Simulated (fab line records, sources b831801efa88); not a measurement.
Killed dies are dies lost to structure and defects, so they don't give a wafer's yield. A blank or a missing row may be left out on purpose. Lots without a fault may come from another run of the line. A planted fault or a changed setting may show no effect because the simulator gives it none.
fab line records | flow sky130
record lots=15 wafers=45 last_day=50
route steps=708 shown FIELD_ISO@2 NWELL@32
lots that met no fault: from a run of the same line without faults
start_h: hours from the record's first day to the start of the lot's first wafer shown | wait_h: hours since the lot's step before | " the same as in the row above | L1.1+2: a row that stands for several wafers | - no value, or no start given | * or withheld: withheld | < > ~ a bound
route shown NAME@n: a module of which the file shows steps, and the number in the route of the first | usual: mean/standard deviation of fault-free wafers | same: alike in all rows | chamber/n: place in a boat | sites: the reading at each site | _std_site: their standard deviation | _edge_site: outer sites' mean less inner sites' | radius_mm: how far each site lies from the wafer's centre | mask NAME#n: copy n | behind: the tool/chamber that last shaped the wafer | hold: why the lot was held/for how many hours/how that ended | device: the transistor (n, p or np) that didn't switch | end of line: the same wafers' tests at the end of the route | a step without rows: its recipe alone | killed: dies lost to structure and defects at the first sort, not the wafer's yield | map: a wafer's dies, x killed, . not, _ none there
set.NAME: the setting as run; set.NAME@STEP: as run at that earlier step | model.NAME: the simulator's own value behind a step, which no gauge read
steps of the route over a sample of lots; a table a step, a row a wafer
services: from which hour (start_h, from the record's first day; less than 0 if before it) a tool's chamber was out of use, for how many hours, and why
## steps
# step SKY_FIELD_ISO_OXIDATION_01
# recipe temp_c=900 ambient=O2 stabilise_s=600 purge_s=300 target_thk_a=120 ox_time_s=1843
# usual ox_temp_c=900.1/0.42 ox_temp_c_max=904.6/1.1 tube_center_temp_C=899.99/0.082 zone_power_centre_pct=15.3/0.69
# columns lot.wafer tool chamber start_h wait_h ox_temp_c ox_temp_c_max tube_center_temp_C zone_power_centre_pct
L840.2 furnace-02 0 20.12 0.1 900.7 906.2 899.9 15.8
L840.3 " 0 " " 900.9 905.0 900.08 15.6
L840.6 " 0 " " 900.3 906.3 899.89 15.7
L842.1 furnace-01 0 31.08 1.1 900.4 903.3 900.23 14.6
L842.2 " 0 " " 900.1 904.1 900.04 14.5
L842.3 " 0 " " 899.4 902.6 899.9 14.5
L844.4 furnace-02 0 40.12 0.0 900.5 905.1 899.9 15.6
L844.5 " 0 " " 899.8 904.1 899.92 15.8
L844.6 " 0 " " 900.1 905.1 899.91 15.9
L846.1 furnace-01 - 52.32 2.3 - - - -
L846.3 " - " " - - - -
L846.6 " - " " - - - -
L847.2 furnace-01 - 56.58 1.5 - - - -
L847.4 " - " " - - - -
L847.6 " - " " - - - -
L848.1 furnace-01 - 60.85 0.8 - - - -
L848.5 " - " " - - - -
L848.6 " - " " - - - -
L852.1 furnace-01 0 81.23 1.2 900.6 903.7 899.96 14.5
L852.3 " 0 " " 900.5 903.1 899.93 14.3
L852.6 " 0 " " 900.0 904.2 899.99 14.4
L853.1 furnace-01 0 86.04 1.0 900.8 904.2 899.86 14.3
L853.3 " 0 " " 900.5 903.2 899.92 14.5
L853.6 " 0 " " 900.6 904.6 900.09 14.5
L854.2 furnace-02 0 90.26 0.2 899.6 904.5 900.08 15.7
L854.3 " 0 " " 899.9 905.5 899.85 15.9
L854.4 " 0 " " 899.9 905.0 899.91 15.8
L855.1 furnace-02 0 95.12 0.1 900.2 905.2 900.08 16.1
L855.5 " 0 " " 900.4 905.5 899.99 15.9
L855.6 " 0 " " 900.5 904.9 899.94 15.7
L856.1 furnace-01 0 100.74 0.7 900.9 904.2 900.05 14.5
L856.2 " 0 " " 899.7 903.2 900.03 14.5
L856.4 " 0 " " 899.9 903.5 899.97 14.6
L857.1 furnace-02 0 106.41 1.4 900.3 905.5 899.95 16.0
L857.5 " 0 " " 899.3 903.7 900.02 15.8
L857.6 " 0 " " 899.9 904.2 899.88 15.6
L858.1 furnace-02 0 113.44 3.4 899.7 904.8 899.91 15.7
L858.2 " 0 " " 899.6 907.1 899.95 15.8
L858.4 " 0 " " 899.8 904.4 899.92 15.8
L859.1 furnace-02 0 117.48 2.5 900.2 905.7 900.11 15.6
L859.4 " 0 " " 899.8 904.5 899.98 15.7
L859.6 " 0 " " 900.4 905.0 900.09 15.9
L860.4 furnace-02 0 121.56 1.5 900.6 909.3 900.06 15.6
L860.5 " 0 " " 899.7 903.3 899.99 15.8
L860.6 " 0 " " 900.0 904.1 900.02 15.6
# step SKY_NWELL_CLEAN_00
# recipe chemistry=SC1/SC2 mix=1:4:20 temp_c=70 time_s=150 dry=n2_spin
# columns lot.wafer tool chamber start_h wait_h
L840.2+3+6 wet_bench-01 2 42.32 0.0
L842.1+2+3 wet_bench-02 2 57.45 0.0
L844.4+5+6 wet_bench-04 1 64.04 0.0
L852.1+3+6 wet_bench-04 2 107.53 0.0
L853.1+3+6 wet_bench-02 0 118.42 0.0
L854.2+3+4 wet_bench-01 0 123.06 0.0
L855.1+5+6 wet_bench-02 3 124.45 0.0
L856.1+2+4 wet_bench-04 2 128.42 0.0
L857.1+5+6 wet_bench-01 0 136.60 0.0
L858.1+2+4 wet_bench-02 0 141.00 0.0
L859.1+4+6 wet_bench-04 1 146.42 0.0
L860.4+5+6 wet_bench-01 3 150.50 0.0
## services
# columns tool chamber start_h hours kind
furnace-02 - 4.50 3.2 pm
furnace-02 - 43.03 3.4 pm
wet_bench-04 - 62.80 1.2 repair
furnace-01 - 104.94 3.3 pm
furnace-01 - 110.85 3.8 pm
furnace-01 - 124.87 4.9 pm
## key
first_sign step=SKY_FIELD_ISO_OXIDATION_01 reading=tool_record direction=missing
effect step=SKY_NWELL_CLEAN_00 reading=visit direction=missing
met_at SKY_FIELD_ISO_OXIDATION_01
struck_lots L846,L847,L848
later_rows_left_out L846.1,L846.3,L846.6,L847.2,L847.4,L847.6,L848.1,L848.5,L848.6
sort_left_out L846.1,L846.3,L846.6,L847.2,L847.4,L847.6,L848.1,L848.5,L848.6
tester_left_out L846,L847,L848
onset_between 31.08 52.32
fault kind=skipped_step_whole tool=furnace-01 chamber=- onset_h=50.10 steps=SKY_FIELD_ISO_OXIDATION_01 scope=struck_lots_only
# tester_left_out: of these lots the tester's yield and bins aren't shown, on N5 and GAA mostly nor the transistor test; their killed dies are dies lost to structure and defects alone, not to doping, threshold or leakage, so they don't give the yield
# sort_left_out: the simulated sort isn't trusted on such a fault, so these wafers' sort isn't shown, and their yield isn't known
# later_rows_left_out: the simulator's readings of these wafers behind a module that went badly wrong aren't trusted and aren't shown, but for the sort
